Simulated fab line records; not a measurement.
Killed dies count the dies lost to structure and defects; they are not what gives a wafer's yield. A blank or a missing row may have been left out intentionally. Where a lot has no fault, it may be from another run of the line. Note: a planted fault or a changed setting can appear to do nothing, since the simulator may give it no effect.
Split-lot trial | flow gf180mcu | 23 wafers read from 5 lots, route of 602 steps

THE SPLIT
At GF_STI_CVD_03 (deposits Si3N4 from DCS/NH3, target thk 207.16 nm, time 3551 s), the setting timeS was moved away from the recipe's 3551 s on 20 of the 23 wafers read, by -12.1% to +5.4%. This setting was run at the recipe's value on the other wafers.

FROM THE SPLIT TO THE READING: what the file shows between them, 2 steps
- GF_STI_THK_MEAS_04
- GF_STI_DEVELOP_11: develop time 60 s (also split here: developTimeS)

THE READING
oesProductAu, in a.u., at GF_STI_ETCH_13 (etches the open film in CHF3/O2, stops on Si, target depth 282.31 nm, time 112.9 s). A value of 0.830 a.u. with a standard deviation of 0.0073 a.u. is what fault-free wafers of this fab line usually give.

wafer  | tool, chamber at the split | timeS as run, s | against the recipe | oesProductAu, a.u. | against lot-mates on the recipe
L074.1 | -, -                       | 3741            | +5.4%              | 0.856              | no lot-mate on the recipe
L074.2 | -, -                       | 3741            | +5.4%              | 0.854              | no lot-mate on the recipe
L074.3 | -, -                       | 3741            | +5.4%              | 0.842              | no lot-mate on the recipe
L074.4 | -, -                       | 3741            | +5.4%              | 0.849              | no lot-mate on the recipe
L074.5 | -, -                       | 3741            | +5.4%              | 0.848              | no lot-mate on the recipe
L076.1 | -, -                       | 3120            | -12.1%             | 0.793              | no lot-mate on the recipe
L076.3 | -, -                       | 3120            | -12.1%             | 0.772              | no lot-mate on the recipe
L076.4 | -, -                       | 3120            | -12.1%             | 0.784              | no lot-mate on the recipe
L076.5 | -, -                       | 3120            | -12.1%             | 0.772              | no lot-mate on the recipe
L076.6 | -, -                       | 3120            | -12.1%             | 0.770              | no lot-mate on the recipe
L079.1 | lpcvd-01, 1                | 3551            | recipe             | 0.828              | -
L079.4 | lpcvd-01, 1                | 3551            | recipe             | 0.831              | -
L079.5 | lpcvd-01, 1                | 3551            | recipe             | 0.825              | -
L080.1 | -, -                       | 3316            | -6.6%              | 0.790              | no lot-mate on the recipe
L080.2 | -, -                       | 3316            | -6.6%              | 0.800              | no lot-mate on the recipe
L080.3 | -, -                       | 3316            | -6.6%              | 0.801              | no lot-mate on the recipe
L080.5 | -, -                       | 3316            | -6.6%              | 0.792              | no lot-mate on the recipe
L080.6 | -, -                       | 3316            | -6.6%              | 0.801              | no lot-mate on the recipe
L083.2 | -, -                       | 3217            | -9.4%              | 0.795              | no lot-mate on the recipe
L083.3 | -, -                       | 3217            | -9.4%              | 0.787              | no lot-mate on the recipe
L083.4 | -, -                       | 3217            | -9.4%              | 0.798              | no lot-mate on the recipe
L083.5 | -, -                       | 3217            | -9.4%              | 0.793              | no lot-mate on the recipe
L083.6 | -, -                       | 3217            | -9.4%              | 0.798              | no lot-mate on the recipe

THE FIT
A straight line over all 23 wafers: oesProductAu changes by +0.00402 a.u. for each +1% of timeS; r = +0.97; the points scatter about the line by 0.0066 a.u.
Too few moved wafers have a lot-mate on the recipe to fit a line with each lot's own level taken away.

THE WHOLE CHAIN: every reading that the file lists as answering this split, in the file's order
step               | what it does                                                                       | reading                                                                    | change (the file's fit)                   | r (the file's)
GF_STI_CVD_03      | deposits Si3N4 from DCS/NH3, target thk 207.16 nm, time 3551 s                     | Si3N4_of_STI_CVD_03.thkNm (the simulator's own value, which no gauge read) | +1.9 nm for each +1% of the setting       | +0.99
GF_STI_THK_MEAS_04 |                                                                                    | STI_CVD_03_THK                                                             | +1.91 for each +1% of the setting         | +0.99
GF_STI_ETCH_13     | etches the open film in CHF3/O2, stops on Si, target depth 282.31 nm, time 112.9 s | oesProductAu                                                               | +0.00401 a.u. for each +1% of the setting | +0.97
GF_STI_ETCH_13     | etches the open film in CHF3/O2, stops on Si, target depth 282.31 nm, time 112.9 s | etch.depthNm (the simulator's own value, which no gauge read)              | +1.78 nm for each +1% of the setting      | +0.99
GF_STI_WET_ETCH_17 | etches Si3N4 in H3PO4, target depth 45 nm, time 514 s                              | Si3N4_of_STI_CVD_03.thkNm (the simulator's own value, which no gauge read) | +1.96 nm for each +1% of the setting      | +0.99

FILE'S OWN FIT
oesProductAu changes by +0.00401 a.u. for each +1% of timeS, r = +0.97.
